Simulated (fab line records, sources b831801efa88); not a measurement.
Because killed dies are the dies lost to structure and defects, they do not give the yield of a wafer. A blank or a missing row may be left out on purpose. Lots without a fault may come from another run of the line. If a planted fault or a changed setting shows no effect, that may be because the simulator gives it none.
Problem report in the 8D (eight disciplines) form, filled by code :: flow sky130 :: the parts of the form that need people (team, actions taken, sign-off) are left out

## 1. THE PROBLEM
Mean of run length s at SKY_GATE_OXIDE_CLEAN_15: 100 s across 6 wafers in 2 lots; on wafers with no fault it is 177 s (standard deviation 3). That is -26 standard deviations from the usual mean.
The step: cleans in SC1/SC2, time 150 s.
First observed at day 21 12:48: wafer L805.1, on wet bench-02. The record has a number at this step for 39 wafers belonging to 13 lots. By rule, "out" or "out of limits" means more than 4 standard deviations away from the usual mean. All remaining wafers that have a number are taken as sound.

## 2. WHAT IT IS, AND WHAT IT ISN'T
question: which readings at this step
is: run length s
is not: -

question: which lots
is: L805, L806
is not: L786, L787, L788, L790, L791, L792, L793, L794, L796, L798, L800

question: which wafers of those lots
is: all that have a number
is not: -

question: read on which tools
is: wet bench-02
is not: wet bench-01, wet bench-03

question: when
is: from day 21 12:48
is not: up to then (33 sound wafers)

## 3. THE SUSPECTS, EACH WITH WHAT RULES IT OUT
Counting: any tool at a process step up to the reading is kept as a suspect provided that every lot that is out went through it and no sound lot did after the first of them.
- wet bench-02 at SKY_GATE_OXIDE_CLEAN_15 (cleans in SC1/SC2, time 150 s): kept. It ran every lot that is out, first L805 (day 21 12:48), and no sound lot after that; its last sound lot up to then is L800 (day 19 13:03). Out on those wafers are its own readings of run length s.
After counting, what remains is wet bench-02 at SKY_GATE_OXIDE_CLEAN_15.

## 4. THE CAUSE (what the simulator had put in)
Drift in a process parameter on wet bench-02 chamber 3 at SKY_GATE_OXIDE_CLEAN_15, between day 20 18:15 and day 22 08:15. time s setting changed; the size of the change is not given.
Counting left only this tool.

## 5. THE CHAIN OF EFFECTS, in route order
One row per reading whose mean, taken over the struck wafers that have a number, lies over 3 standard deviations from the usual. Only readings for which the record gives a usual standard deviation are gone through. hours: the time from each lot's start at the first step in this table that gives one to its start at this step, as a median over the lots. sigmas: the change in usual standard deviations.
hours: 0
step: SKY_GATE_OXIDE_CLEAN_15
reading: run length s
usual: 177 s
on struck wafers: 100
change: -77
sigmas: -26
Here are the process steps it includes:
- SKY_GATE_OXIDE_CLEAN_15: cleans in SC1/SC2, time 150 s.
Later steps that measure or inspect, where all struck wafers having a row at the step show a number for every such reading and not one has moved that far: SKY_POLY_GATE_CD_MEAS_13.

## 6. HOW IT WOULD HAVE BEEN CAUGHT EARLIER
The fault began at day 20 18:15; the first out-of-limits reading in this record came at day 21 12:48, 19 hours later.
